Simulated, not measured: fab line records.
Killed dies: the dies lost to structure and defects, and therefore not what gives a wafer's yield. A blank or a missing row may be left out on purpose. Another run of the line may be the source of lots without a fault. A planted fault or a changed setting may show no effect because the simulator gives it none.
One fault through the eyes of 2 desks | flow sky130 | numbers are kept per desk, each desk with only its own; the story behind them comes last

== AT THE METROLOGY DESK ==
What the gauges read for every lot (on any tool): the sampled wafers with a number, averaged. Marked OUT: a lot whose mean sits more than 4 standard deviations from the usual mean, which makes it out of limits; the brackets give that distance.
Columns: A = SD_P_RS at SKY_SD_N_RS_MEAS_17, usual 147.0 ohm/sq; B = cd nm at SKY_LI_CONTACT_CD_MEAS_12, usual 169.9 nm
lot  | first seen here | A     | B
L325 | day 27 22:18    | 146.7 | 170.2
L329 | day 29 08:59    | 146.0 | 169.4
L331 | day 30 03:26    | 146.2 | 167.5
L333 | day 30 16:16    | 146.5 | 170.7
L337 | day 32 09:21    | 146.9 | 170.2
L338 | day 32 16:48    | 146.9 | 169.3
L341 | day 33 13:58    | 146.7 | 171.9
L342 | day 33 17:50    | 146.6 | 168.6
L344 | day 34 10:34    | 146.7 | 168.1
L346 | day 34 21:49    | 147.7 | 168.5
L347 | day 35 03:23    | 146.8 | 170.8
L348 | day 35 09:33    | 147.4 | 169.4
This desk's finding: nothing out of limits on any of the 12 lots.

== FOR THE TOOL OWNER'S DESK: implanter-02 ==
The tool's own readings at SKY_SD_P_IMPLANT_09, given as means over the sampled wafers that have a number, one for each lot that went through this tool. Marked OUT: a lot whose mean sits more than 4 standard deviations from the usual mean, which makes it out of limits; the brackets give that distance.
Columns: A = beam energy keV at SKY_SD_P_IMPLANT_09, usual 20.001; B = tilt deg at SKY_SD_P_IMPLANT_09, usual -0.001 degrees
lot  | first seen here | A                | B
L329 | day 26 23:50    | 20.255 (+43) OUT | 0.002
L331 | day 27 19:24    | 20.249 (+42) OUT | -0.012
L338 | day 30 09:27    | 20.002           | 0.003
L341 | day 31 07:09    | 20.006           | -0.019
L342 | day 31 11:05    | 19.997           | -0.012
L344 | day 32 04:15    | 20.000           | 0.018
L347 | day 32 20:16    | 20.006           | -0.001
L348 | day 33 03:43    | 20.007           | 0.007
This desk's finding: out of limits on L329, L331; first on L329, day 26 23:50 (beam energy keV at SKY_SD_P_IMPLANT_09). L338, L341, L342, L344, L347, L348: within limits.

== TAKEN TOGETHER ==
At day 26 23:50, on L329, L331, the tool owner's desk was in a position to raise an alarm.
Nothing out of limits was seen by the metrology desk.
The metrology desk has L329, L331 on record, within its limits.
All the named lots went through SKY_SD_P_IMPLANT_09 on implanter-02.

== WHAT HAD BEEN PUT IN BY THE SIMULATOR ==
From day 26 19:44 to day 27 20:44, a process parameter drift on implanter-02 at SKY_SD_P_IMPLANT_09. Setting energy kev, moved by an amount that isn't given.
Struck lots among those shown: L329, L331.
Time in hours from fault onset to the first out-of-limits reading at each desk: the tool owner's desk, 4.
